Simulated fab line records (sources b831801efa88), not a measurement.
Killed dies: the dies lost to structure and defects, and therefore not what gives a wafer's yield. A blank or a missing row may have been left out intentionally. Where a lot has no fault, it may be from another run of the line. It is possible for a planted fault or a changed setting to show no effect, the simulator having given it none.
A single fault, viewed from 2 desks || flow gf180mcu || each desk holds nothing but its own numbers, with what lay behind them at the end

AT THE METROLOGY DESK
Lot by lot, what the gauges showed, no matter which tool ran the lot: averages of those sampled wafers that carry a number. Marked OUT: a lot whose mean sits more than 4 standard deviations from the usual mean, which makes it out of limits; the brackets give that distance.
Columns: A = cd nm at GF_V1_CD_MEAS_14, usual 260.3 nm; B = V1_OVL at GF_V1_OVL_MEAS_15, usual -3 nm
{"lot": "L198", "first seen here": "day 18 09:38", "A": 260.6, "B": 4}
{"lot": "L205", "first seen here": "day 20 21:11", "A": 259.6, "B": -1}
{"lot": "L206", "first seen here": "day 21 12:25", "A": 259.3, "B": 1}
{"lot": "L214", "first seen here": "day 24 03:04", "A": 259.9, "B": -7}
{"lot": "L215", "first seen here": "day 24 15:04", "A": 261.1, "B": -0}
{"lot": "L220", "first seen here": "day 26 09:59", "A": 259.6, "B": -5}
This desk's verdict: no lot among the 6 shows anything out of limits.

DESK OF THE TOOL OWNER: pvd sputter-03
The tool's own readings at GF_V1_SPUTTER_22 (material TiN, target thk 10 nm, time 40 s): means of the sampled wafers that have a number, for each lot that ran on this tool. Marked OUT: a lot whose mean sits more than 4 standard deviations from the usual mean, which makes it out of limits; the brackets give that distance.
Columns: A = throttle valve pct at GF_V1_SPUTTER_22, usual 30.0 %
{"lot": "L205", "first seen here": "day 20 22:04", "A": 29.9}
{"lot": "L214", "first seen here": "day 24 03:57", "A": 30.3}
{"lot": "L215", "first seen here": "day 24 15:57", "A": 30.7}
This desk's verdict: no lot among the 3 shows anything out of limits.

PUT TOGETHER
Nothing out of limits was seen by the metrology desk.
The tool owner's desk saw nothing out of limits.

WHAT THE SIMULATOR HAD INSERTED
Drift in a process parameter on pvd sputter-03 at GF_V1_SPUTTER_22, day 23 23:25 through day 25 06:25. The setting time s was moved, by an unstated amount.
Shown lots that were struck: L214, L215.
